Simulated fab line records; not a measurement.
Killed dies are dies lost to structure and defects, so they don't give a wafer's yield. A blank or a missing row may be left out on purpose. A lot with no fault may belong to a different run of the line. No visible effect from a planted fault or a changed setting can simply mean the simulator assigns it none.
fab line records ; flow sky130
record lots=11; wafers=33; lastDay=50
route steps=708 shown METAL2@487 VIA2@521 CAPM@537
lots untouched by any fault: they come from a run of this same line in which no faults occurred
startH: hours from the record's first day to the start of the lot's first wafer shown ; waitH: time in hours since the lot's previous step ; " identical to the entry in the row above ; L1.1+2: several wafers, shown together as one row ; - no value present, or no start provided ; * or withheld: withheld ; < > ~ a bound
route shown NAME@n: a module of which the file shows steps, and the number in the route of the first ; usual: average and standard deviation across the fault-free wafers ; same: alike in all rows ; chamber/n: place in a boat ; sites: per-site readings ; _std_site: the values' standard deviation ; _edge_site: the outer-site mean with the inner-site mean subtracted ; radiusMm: for every site, how far away it sits from the centre of the wafer ; mask NAME#n: copy n ; behind: the tool/chamber that last shaped the wafer ; hold: the reason the lot was held/the length of the hold in hours/how it ended ; device: the transistor (n, p or np) that didn't switch ; end of line: the route-end tests of the same wafers ; step lacking rows: just its recipe ; killed: at the first sort, the dies lost to defects and structure; wafer yield is something else ; map: a wafer's dies, marking killed ones x, the rest . and places with no die _
set.NAME: setting as actually run; set.NAME@STEP: the setting as run at that earlier step ; model.NAME: the simulator's own value behind a step, which no gauge read
a sample of lots followed through the steps of the route, with each step as a table and each wafer as a row
services: when a tool's chamber went out of use (startH, in hours from the record's first day, below 0 if earlier), for how many hours, and the reason
## steps
# step SKY_METAL2_SPUTTER_04
# recipe material=TiN; targetThkNm=70; powerW=6500; timeS=58.3; chamberPressurePa=0.4
# usual throttleValvePct=30.3/1.1
lot.wafer;tool;chamber;startH;waitH;throttleValvePct
L244.1;pvdSputter-02;-;798.05;0.0;29.0
L244.2;pvdSputter-02;-;798.05;0.0;29.3
L244.4;pvdSputter-02;-;798.05;0.0;31.0
L246.1;pvdSputter-04;-;816.87;0.0;29.1
L246.4;pvdSputter-04;-;816.87;0.0;29.4
L246.6;pvdSputter-04;-;816.87;0.0;32.5
L247.2;pvdSputter-02;-;825.86;0.0;31.0
L247.3;pvdSputter-02;-;825.86;0.0;29.8
L247.6;pvdSputter-02;-;825.86;0.0;29.1
L248.1;pvdSputter-04;-;839.86;0.0;29.4
L248.2;pvdSputter-04;-;839.86;0.0;32.6
L248.6;pvdSputter-04;-;839.86;0.0;31.5
L250.1;pvdSputter-04;-;854.47;0.0;29.4
L250.2;pvdSputter-04;-;854.47;0.0;31.7
L250.5;pvdSputter-04;-;854.47;0.0;32.2
L251.1;pvdSputter-02;-;859.08;0.0;31.2
L251.2;pvdSputter-02;-;859.08;0.0;29.2
L251.6;pvdSputter-02;-;859.08;0.0;29.3
L252.2;pvdSputter-04;-;865.77;0.0;29.0
L252.3;pvdSputter-04;-;865.77;0.0;31.6
L252.5;pvdSputter-04;-;865.77;0.0;32.6
L262.1;pvdSputter-02;-;937.36;0.0;30.0
L262.3;pvdSputter-02;-;937.36;0.0;31.1
L262.6;pvdSputter-02;-;937.36;0.0;28.9
L263.1;pvdSputter-04;-;942.17;0.0;31.8
L263.3;pvdSputter-04;-;942.17;0.0;32.2
L263.6;pvdSputter-04;-;942.17;0.0;32.6
L264.1;pvdSputter-04;-;951.12;0.0;32.5
L264.4;pvdSputter-04;-;951.12;0.0;28.6
L264.5;pvdSputter-04;-;951.12;0.0;31.3
L265.1;pvdSputter-01;-;959.48;0.0;29.5
L265.2;pvdSputter-01;-;959.48;0.0;30.4
L265.3;pvdSputter-01;-;959.48;0.0;30.4
# step SKY_VIA2_ETCH_14
# recipe chemistry=N2/H2; target=BARC; ionEnergyEv=200; sourceW=500; biasW=100; pressureMtorr=30; n2FlowSccm=100; h2FlowSccm=200; stopOn=SiO2; timeS=45.9; targetDepthA=600
# usual drypumpMotorCurrentA=5.9/0.37; oesProductAu=0.855/0.0049; throttleValvePct=13.224/0.0084
lot.wafer;tool;chamber;startH;waitH;drypumpMotorCurrentA;oesProductAu;rfHoursCounterH;throttleValvePct
L244.1;rieDiel-03;3;851.43;0.0;5.6;0.853;5;13.219
L244.2;rieDiel-03;1;851.43;0.0;5.6;0.852;13;13.226
L244.4;rieDiel-03;3;851.43;0.0;5.6;0.853;-;13.225
L246.1;rieDiel-02;1;870.58;0.0;5.4;0.861;9;13.236
L246.4;rieDiel-02;0;870.58;0.0;6.1;0.853;3;13.233
L246.6;rieDiel-02;2;870.58;0.0;6.1;0.861;-;13.211
L247.2;rieDiel-02;1;879.50;0.0;5.4;0.855;9;13.219
L247.3;rieDiel-02;2;879.50;0.0;6.0;0.844;14;13.229
L247.6;rieDiel-02;1;879.50;0.0;5.4;0.852;-;13.229
L248.1;rieDiel-02;2;893.08;0.0;6.1;0.853;14;13.221
L248.2;rieDiel-02;0;893.08;0.0;6.1;0.867;4;13.240
L248.6;rieDiel-02;3;893.08;0.0;5.6;0.856;-;13.227
L250.1;rieDiel-03;3;907.88;0.0;5.6;0.851;7;13.216
L250.2;rieDiel-03;1;907.88;0.0;5.7;0.846;15;13.217
L250.5;rieDiel-03;1;907.88;0.0;5.7;0.858;-;13.228
L251.1;rieDiel-03;2;912.55;0.0;5.7;0.855;21;13.235
L251.2;rieDiel-03;3;912.55;0.0;5.6;0.850;7;13.222
L251.6;rieDiel-03;2;912.55;0.0;5.6;0.851;-;13.224
L252.2;rieDiel-02;3;918.28;0.0;5.6;0.851;12;13.231
L252.3;rieDiel-02;1;918.28;0.0;5.4;0.854;10;13.231
L252.5;rieDiel-02;2;918.28;0.0;6.1;0.855;-;13.234
L262.1;rieDiel-02;1;987.66;0.0;5.4;0.857;13;13.219
L262.3;rieDiel-02;0;987.66;0.0;6.1;0.865;7;13.219
L262.6;rieDiel-02;1;987.66;0.0;5.3;0.855;-;13.215
L263.1;rieDiel-02;3;992.27;0.0;5.6;0.865;14;13.236
L263.3;rieDiel-02;1;992.27;0.0;5.3;0.857;13;13.235
L263.6;rieDiel-02;3;992.27;0.0;5.6;0.855;-;13.227
L264.1;rieDiel-02;2;999.91;0.0;6.1;0.857;18;13.229
L264.4;rieDiel-02;0;999.91;0.0;6.1;0.852;8;13.240
L264.5;rieDiel-02;2;999.91;0.0;6.0;0.859;-;13.214
L265.1;rieDiel-04;1;1008.31;0.0;5.9;0.860;18;13.200
L265.2;rieDiel-04;2;1008.31;0.0;6.0;0.859;16;13.225
L265.3;rieDiel-04;3;1008.31;0.0;6.8;0.853;22;13.218
# step SKY_CAPM_CVD_00
# recipe material=SiO2; targetThkNm=15.5; tempC=400; timeS=withheld; rfW=450
# usual heaterPowerOuterW=422/65; heaterPowerW=702/95; rfFwdPowerW=443.0/2
lot.wafer;tool;chamber;startH;waitH;heaterPowerOuterW;heaterPowerW;rfFwdPowerW
L244.1;pecvd-03;1;852.97;0.0;431;745;443.8
L244.2;pecvd-03;2;852.97;0.0;392;628;440.9
L244.4;pecvd-03;0;852.97;0.0;376;664;441.8
L246.1;pecvd-02;0;872.30;0.0;520;853;441.3
L246.4;pecvd-02;0;872.30;0.0;514;869;441.9
L246.6;pecvd-02;1;872.30;0.0;335;588;445.0
L247.2;pecvd-04;2;881.02;0.0;526;839;442.9
L247.3;pecvd-04;0;881.02;0.0;503;797;440.2
L247.6;pecvd-04;2;881.02;0.0;528;869;442.1
L248.1;pecvd-03;2;894.61;0.0;401;654;445.7
L248.2;pecvd-03;1;894.61;0.0;389;665;444.8
L248.6;pecvd-03;2;894.61;0.0;406;644;444.5
L250.1;pecvd-02;1;909.40;0.0;315;562;444.9
L250.2;pecvd-02;0;909.40;0.0;402;742;441.3
L250.5;pecvd-02;1;909.40;0.0;318;557;444.7
L251.1;pecvd-03;0;914.07;0.0;385;711;441.7
L251.2;pecvd-03;2;914.07;0.0;413;661;443.0
L251.6;pecvd-03;0;914.07;0.0;397;687;440.7
L252.2;pecvd-04;2;919.80;0.0;545;869;442.4
L252.3;pecvd-04;1;919.80;0.0;330;572;441.2
L252.5;pecvd-04;0;919.80;0.0;463;783;442.6
L262.1;pecvd-03;1;989.61;0.0;426;712;445.2
L262.3;pecvd-03;2;989.61;0.0;433;666;372.9
L262.6;pecvd-03;1;989.61;0.0;418;720;444.6
L263.1;pecvd-03;0;993.79;0.0;468;787;440.4
L263.3;pecvd-03;1;993.79;0.0;345;608;446.5
L263.6;pecvd-03;2;993.79;0.0;436;655;373.2
L264.1;pecvd-04;2;1002.23;0.0;562;897;441.0
L264.4;pecvd-04;0;1002.23;0.0;463;772;439.0
L264.5;pecvd-04;2;1002.23;0.0;541;862;440.4
L265.1;pecvd-02;1;1009.83;0.0;281;521;443.7
L265.2;pecvd-02;2;1009.83;0.0;473;739;445.1
L265.3;pecvd-02;0;1009.83;0.0;405;700;441.1
# step SKY_CAPM_THK_MEAS_01
# recipe reads=SiO2_of_CAPM_CVD_00
# usual CAPM_CVD_00_THK=15.57/0.2
lot.wafer;tool;chamber;startH;waitH;hold;CAPM_CVD_00_THK[nm]
L244.1;filmMetro-03;-;852.99;-;-;15.50
L244.2;filmMetro-03;-;852.99;-;-;15.73
L244.4;filmMetro-03;-;852.99;-;-;16.00
L246.1;filmMetro-03;-;872.32;-;-;15.50
L246.4;filmMetro-03;-;872.32;-;-;15.72
L246.6;filmMetro-03;-;872.32;-;-;15.70
L247.2;filmMetro-01;-;881.05;-;-;15.51
L247.3;filmMetro-01;-;881.05;-;-;15.10
L247.6;filmMetro-01;-;881.05;-;-;15.50
L248.1;filmMetro-03;-;894.63;-;-;15.43
L248.2;filmMetro-03;-;894.63;-;-;15.57
L248.6;filmMetro-03;-;894.63;-;-;15.57
L250.1;filmMetro-03;-;909.43;-;-;15.40
L250.2;filmMetro-03;-;909.43;-;-;15.36
L250.5;filmMetro-03;-;909.43;-;-;15.72
L251.1;filmMetro-01;-;914.09;-;-;15.51
L251.2;filmMetro-01;-;914.09;-;-;15.40
L251.6;filmMetro-01;-;914.09;-;-;15.84
L252.2;filmMetro-03;-;919.83;-;-;15.41
L252.3;filmMetro-03;-;919.83;-;-;15.30
L252.5;filmMetro-03;-;919.83;-;-;15.47
L262.1;filmMetro-01;-;989.63;-;awaitDispo/0.2h/release;15.38
L262.3;filmMetro-01;-;989.63;-;awaitDispo/0.2h/release;14.74
L262.6;filmMetro-01;-;989.63;-;awaitDispo/0.2h/release;15.84
L262.1;filmMetro-01;-;989.86;0.2;-;15.41
L262.3;filmMetro-01;-;989.86;0.2;-;14.78
L262.6;filmMetro-01;-;989.86;0.2;-;15.78
L263.1;filmMetro-02;-;993.81;-;awaitDispo/0.2h/release;15.57
L263.3;filmMetro-02;-;993.81;-;awaitDispo/0.2h/release;15.38
L263.6;filmMetro-02;-;993.81;-;awaitDispo/0.2h/release;15.27
L263.1;filmMetro-02;-;994.20;0.4;-;15.56
L263.3;filmMetro-02;-;994.20;0.4;-;15.42
L263.6;filmMetro-02;-;994.20;0.4;-;15.28
L264.1;filmMetro-03;-;1002.25;-;-;15.38
L264.4;filmMetro-03;-;1002.25;-;-;15.41
L264.5;filmMetro-03;-;1002.25;-;-;15.65
L265.1;filmMetro-03;-;1009.85;-;-;15.78
L265.2;filmMetro-03;-;1009.85;-;-;15.55
L265.3;filmMetro-03;-;1009.85;-;-;15.24
# step SKY_CAPM_STRIP_14
# recipe chemistry=O2/N2; powerW=1400; pressureMtorr=1500; platenTempC=withheld; o2FlowSccm=3000; n2FlowSccm=300; overashFraction=0.5
# usual drypumpMotorCurrentA=5.8/0.56; oesProductAu=0.710/0.0044; stripTimeToEndpointS=12.66/0.043
# same overashFraction=0.5
lot.wafer;tool;chamber;startH;waitH;drypumpMotorCurrentA;oesProductAu;rfHoursCounterH;stripTimeToEndpointS
L244.1;plasmaAsher-02;0;879.11;0.1;6.1;0.710;43;12.64
L244.2;plasmaAsher-02;1;879.11;0.1;5.8;0.711;43;12.61
L244.4;plasmaAsher-02;0;879.11;0.1;6.1;0.710;-;12.65
L246.1;plasmaAsher-01;0;898.44;0.1;6.6;0.710;112;12.70
L246.4;plasmaAsher-01;1;898.44;0.1;6.0;0.712;-;12.69
L246.6;plasmaAsher-01;1;898.44;0.1;6.1;0.710;-;12.71
L247.2;plasmaAsher-01;1;906.66;0.1;6.1;0.705;113;12.69
L247.3;plasmaAsher-01;1;906.66;0.1;6.1;0.711;-;12.67
L247.6;plasmaAsher-01;1;906.66;0.1;6.1;0.704;-;12.71
L248.1;plasmaAsher-03;1;919.96;0.1;5.7;0.714;16;12.68
L248.2;plasmaAsher-03;0;919.96;0.1;4.9;0.715;16;12.70
L248.6;plasmaAsher-03;0;919.96;0.1;4.9;0.716;-;12.71
L250.1;plasmaAsher-01;1;934.56;0.1;6.1;0.706;116;12.68
L250.2;plasmaAsher-01;0;934.56;0.1;6.6;0.710;116;12.64
L250.5;plasmaAsher-01;0;934.56;0.1;6.6;0.714;-;12.66
L251.1;plasmaAsher-03;0;939.26;0.1;4.9;0.713;18;12.63
L251.2;plasmaAsher-03;1;939.26;0.1;5.7;0.715;18;12.67
L251.6;plasmaAsher-03;1;939.26;0.1;5.7;0.705;-;12.59
L252.2;plasmaAsher-01;0;944.76;0.1;6.6;0.703;117;12.62
L252.3;plasmaAsher-01;0;944.76;0.1;6.6;0.708;-;12.65
L252.5;plasmaAsher-01;0;944.76;0.1;6.6;0.702;-;12.61
L262.1;plasmaAsher-01;0;1012.71;0.1;6.6;0.710;124;12.59
L262.3;plasmaAsher-01;0;1012.71;0.1;6.6;0.710;-;12.65
L262.6;plasmaAsher-01;1;1012.71;0.1;6.1;0.709;-;12.61
L263.1;plasmaAsher-02;0;1016.31;0.1;6.1;0.710;56;12.68
L263.3;plasmaAsher-02;0;1016.31;0.1;6.1;0.717;-;12.72
L263.6;plasmaAsher-02;1;1016.31;0.1;5.7;0.709;-;12.69
L264.1;plasmaAsher-03;0;1025.06;0.1;4.9;0.708;26;12.57
L264.4;plasmaAsher-03;1;1025.06;0.1;5.7;0.713;-;12.59
L264.5;plasmaAsher-03;1;1025.06;0.1;5.7;0.704;-;12.59
L265.1;plasmaAsher-03;1;1032.71;0.1;5.8;0.712;26;12.69
L265.2;plasmaAsher-03;0;1032.71;0.1;4.9;0.707;26;12.66
L265.3;plasmaAsher-03;0;1032.71;0.1;4.9;0.712;-;12.68
## services
tool;chamber;startH;hours;kind
plasmaAsher-03;-;789.07;23.1;repair
rieDiel-02;0;796.00;15.3;repair
plasmaAsher-03;-;797.02;1.1;repair
pecvd-04;-;808.98;14.6;pm
plasmaAsher-01;-;815.53;3.4;repair
rieDiel-03;0;826.05;93.0;repair
pvdSputter-04;-;834.45;0.6;repair
pvdSputter-04;-;837.07;1.5;repair
pecvd-03;-;844.21;0.6;repair
pecvd-02;-;844.51;0.4;repair
pecvd-03;-;859.19;2.2;repair
rieDiel-02;3;871.93;8.7;repair
rieDiel-03;2;871.97;3.3;repair
pecvd-04;-;877.46;0.5;repair
pvdSputter-04;-;902.12;25.9;repair
rieDiel-02;3;922.64;15.9;repair
rieDiel-02;1;931.04;1.3;repair
pvdSputter-02;-;944.13;11.5;repair
plasmaAsher-03;-;957.95;2.6;repair
rieDiel-02;2;982.01;6.4;repair
plasmaAsher-03;-;985.45;2.0;repair
plasmaAsher-03;-;1015.32;1.2;repair
rieDiel-02;2;1020.25;2.8;repair
plasmaAsher-03;-;1022.37;0.9;repair
## key
firstSign step=SKY_CAPM_CVD_00; reading=rfFwdPowerW; direction=down; sigmas=35; usual=443.0; struck=373.0
effect step=SKY_CAPM_THK_MEAS_01; reading=visit; direction=added
metAt SKY_CAPM_CVD_00
struckLots L262,L263
struckWafers L262.3,L263.6
notActingAt SKY_METAL2_SPUTTER_04,SKY_VIA2_ETCH_14,SKY_CAPM_STRIP_14
onsetBetween 914.07 989.61
fault kind=processParameterDrift; tool=pecvd-03; chamber=2; onsetH=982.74; steps=SKY_CAPM_CVD_00; channel=rfW; offset=-72; shape=step; endH=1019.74; actsIn=theseRecipesOnly; stated=450
